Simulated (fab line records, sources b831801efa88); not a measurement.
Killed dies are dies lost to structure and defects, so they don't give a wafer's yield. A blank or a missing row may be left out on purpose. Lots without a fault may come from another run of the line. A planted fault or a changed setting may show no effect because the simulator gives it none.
A struck lot beside a sound one | flow sky130 | 31 steps out of a route of 708
Sound: wafers L197.3, L197.5, L197.6. Struck: wafers L189.1, L189.4, L189.5. The cause comes at the end.
At each step with rows: each side's tool, then ch and its chambers, then its first start. Under that, the readings that differ: sound wafers | struck wafers | difference of the means | sigmas: that difference in standard deviations of wafers without a fault.
alike: readings whose means differ by less than 2 such deviations, and words and numbers that are the same on both sides. not compared: withheld readings, readings that some wafer has no value for, bounds like >300 that may hide the same value, and numbers for which the record gives no deviation and whose values overlap.
The two part at a step that has a row with sigmas, a row that says differs or no value, or rows on one side only. Numbers that don't overlap but have no deviation are shown without sigmas and don't part them. A reading that every wafer of one side lacks parts them only if that side has two wafers or more.

SKY_LI_CONTACT_OVL_MEAS_13:
  sound on overlay-02, day 34 11:41; struck on overlay-01, day 31 23:55
  alike: LI_CONTACT_OVL
then, 2 steps without rows for these wafers: SKY_LI_CONTACT_ETCH_14 (etches BARC in N2/H2, stops on SiO2, time 45.9 s, target depth 60 nm); SKY_LI_CONTACT_ETCH_15 (etches PSG in C4F8/O2/Ar, stops on Si, target depth 600 nm).
SKY_LI_CONTACT_STRIP_16: strips in O2/N2.
  sound on plasma_asher-04 ch 0,1, day 34 11:52; struck on plasma_asher-01 ch 0,1, day 32 00:05
  reading                      | sound          | struck         | difference | sigmas
  strip_time_to_endpoint_s (s) | 3.50 3.45 3.49 | 3.38 3.38 3.39 | -0.10      | -2
  alike: drypump_motor_current_A, o2_flow_sccm, oes_product_au
  not compared: rf_hours_counter_h
then, 3 steps without rows for these wafers: SKY_LI_CONTACT_CLEAN_17 (cleans in NMP, time 600 s); SKY_LI_CONTACT_PRE_CLEAN_18 (time 5.6 s); SKY_LI_CONTACT_SPUTTER_19 (material Ti, target thk 20 nm, time 106.37 s).
SKY_LI_CONTACT_SPUTTER_20: material TiN, target thk 20 nm, time 80 s.
  sound on pvd_sputter-02, day 34 12:13; struck on pvd_sputter-01, day 32 00:27
  alike: cathode_dc_power_W, throttle_valve_pct
then, 1 step without rows for these wafers: SKY_LI_CONTACT_CVD_21 (deposits W, target thk 400 nm, time 120.56 s).
SKY_LI_CONTACT_RS_MEAS_22: measures by four-point-probe.
  sound on film_metro-02, day 34 12:26; struck on film_metro-02, day 32 00:38
  alike: LI_CONTACT_W_RS
SKY_LI_CONTACT_THK_MEAS_23: measures by xrf.
  sound on film_metro-02, day 34 12:32; struck on film_metro-02, day 32 00:45
  alike: LI_CONTACT_W_THK
SKY_LI_CONTACT_CMP_24: polishes, stops on PSG, t overpolish 20 s, target thk 0 nm.
  sound on cmp-02 ch 0,1,2, day 34 12:54; struck on cmp-01 ch 0,1,2, day 32 00:49
  alike: motor_current_A, overpolish_run_s, time_to_endpoint_s
SKY_LOCAL_INTERCONNECT_SPUTTER_00: material TiN, target thk 100 nm, time 83.3 s.
  sound on pvd_sputter-01, day 34 13:06; struck on pvd_sputter-04, day 32 01:07
  reading                                                | sound             | struck            | difference | sigmas
  model.TiN_of_LOCAL_INTERCONNECT_SPUTTER_00.thk_nm (nm) | 100.6 100.9 100.7 | 89.35 87.45 88.95 | -12.15     |
  alike: cathode_dc_power_W, throttle_valve_pct
SKY_LOCAL_INTERCONNECT_RS_MEAS_01: measures by four-point-probe.
  sound on film_metro-03, day 34 13:12; struck on film_metro-04, day 32 01:11
  reading                            | sound             | struck            | difference | sigmas
  LOCAL_INTERCONNECT_TIN_RS (ohm/sq) | 14.06 14.02 14.03 | 15.89 16.27 15.99 | +2.01      | +12
SKY_LOCAL_INTERCONNECT_THK_MEAS_02: measures by xrf.
  sound on film_metro-03, day 34 13:18; struck on film_metro-04, day 32 01:18
  reading                         | sound             | struck         | difference | sigmas
  LOCAL_INTERCONNECT_TIN_THK (nm) | 100.3 100.7 100.5 | 90.1 88.2 89.6 | -11.2      | -9
then, 8 steps without rows for these wafers: SKY_LOCAL_INTERCONNECT_DEHYDRATE_03 (time 60 s); SKY_LOCAL_INTERCONNECT_HMDS_04 (prime time 60 s); SKY_LOCAL_INTERCONNECT_COAT_05 (resist thk 60 nm); SKY_LOCAL_INTERCONNECT_COAT_06 (resist thk 450 nm); SKY_LOCAL_INTERCONNECT_SOFTBAKE_07 (time 90 s); SKY_LOCAL_INTERCONNECT_EXPOSE_08 (exposes mask LI1M, target cd 170 nm); SKY_LOCAL_INTERCONNECT_PEB_09; SKY_LOCAL_INTERCONNECT_DEVELOP_10 (develop time 60 s).
SKY_LOCAL_INTERCONNECT_CD_MEAS_11: target cd 170 nm.
  sound on cd_sem-02, day 35 15:41; struck on cd_sem-01, day 33 04:25
  alike: cd_nm
SKY_LOCAL_INTERCONNECT_OVL_MEAS_12:
  sound on overlay-01, day 35 15:47; struck on overlay-01, day 33 04:32
  alike: LOCAL_INTERCONNECT_OVL
SKY_LOCAL_INTERCONNECT_ETCH_13: etches BARC in N2/H2, stops on SiO2, time 45.9 s, target depth 60 nm.
  sound on rie_metal-01 ch 0,1, day 35 15:49; struck on rie_metal-01 ch 1, day 33 04:34
  alike: drypump_motor_current_A, oes_product_au, throttle_valve_pct
  not compared: rf_hours_counter_h
SKY_LOCAL_INTERCONNECT_METAL_ETCH_14: etches TiN in Cl2/BCl3, stops on PSG, target depth 110 nm, time 31.4 s.
  sound on rie_metal-01 ch 0,1, day 35 15:53; struck on rie_metal-01 ch 1, day 33 04:38
  reading                | sound                | struck               | difference | sigmas
  oes_product_au (a.u.)  | 0.950 0.948 0.936    | 0.876 0.870 0.878    | -0.070     | -9
  throttle_valve_pct (%) | 21.884 21.894 21.902 | 21.934 21.942 21.949 | +0.048     | +5
  alike: drypump_motor_current_A
  not compared: rf_hours_counter_h
SKY_LOCAL_INTERCONNECT_STRIP_15: strips in O2/N2.
  sound on plasma_asher-04 ch 0,1, day 35 15:57; struck on plasma_asher-02 ch 0,1, day 33 04:41
  alike: drypump_motor_current_A, o2_flow_sccm, oes_product_au, strip_time_to_endpoint_s
  not compared: rf_hours_counter_h
SKY_LOCAL_INTERCONNECT_STRIP_16: strips in post etch residue remover, time 1200 s.
  sound on wet_bench-02 ch 2, day 35 16:01; struck on wet_bench-02 ch 1, day 33 04:47
  reading                                                | sound             | struck            | difference | sigmas
  model.TiN_of_LOCAL_INTERCONNECT_SPUTTER_00.thk_nm (nm) | 100.2 100.5 100.3 | 88.92 87.03 88.52 | -12.18     |
then, 1 step without rows for these wafers: SKY_LOCAL_INTERCONNECT_CLEAN_17 (cleans in IPA, time 180 s).
-- the record jumps here: 15 days lie between the struck wafers' starts before and after (it left off in module LOCAL_INTERCONNECT and takes up again in module PAD_OPEN, whose first step shown is number 708 of the route) --
SKY_PAD_OPEN_PROBE_99:
  sound on prober-02, day 49 17:49; struck on prober-02, day 48 00:04
  reading                        | sound             | struck            | difference | sigmas
  model.etest.res_li.line_ohm_um | 75.28 72.86 75.3  | 82.9 84.31 83.67  | +9.1       |
  model.etest.res_li.rs_ohm_sq   | 12.72 12.63 12.65 | 14.33 14.65 14.45 | +1.81      |
  alike: killed_at_M0_to_M3, killed_at_M4_up, killed_at_contacts, killed_at_front_end, killed_at_other, killed_dies, killed_open, killed_short
  not compared: model.etest.mcon_chain.rc_ohm

WHERE THEY PART
First at SKY_LI_CONTACT_STRIP_16; last, within this record, at SKY_LOCAL_INTERCONNECT_METAL_ETCH_14. Later steps at which nothing parts them and some readings are alike: SKY_LOCAL_INTERCONNECT_STRIP_15, SKY_PAD_OPEN_PROBE_99.

WHY: what the simulator had put in
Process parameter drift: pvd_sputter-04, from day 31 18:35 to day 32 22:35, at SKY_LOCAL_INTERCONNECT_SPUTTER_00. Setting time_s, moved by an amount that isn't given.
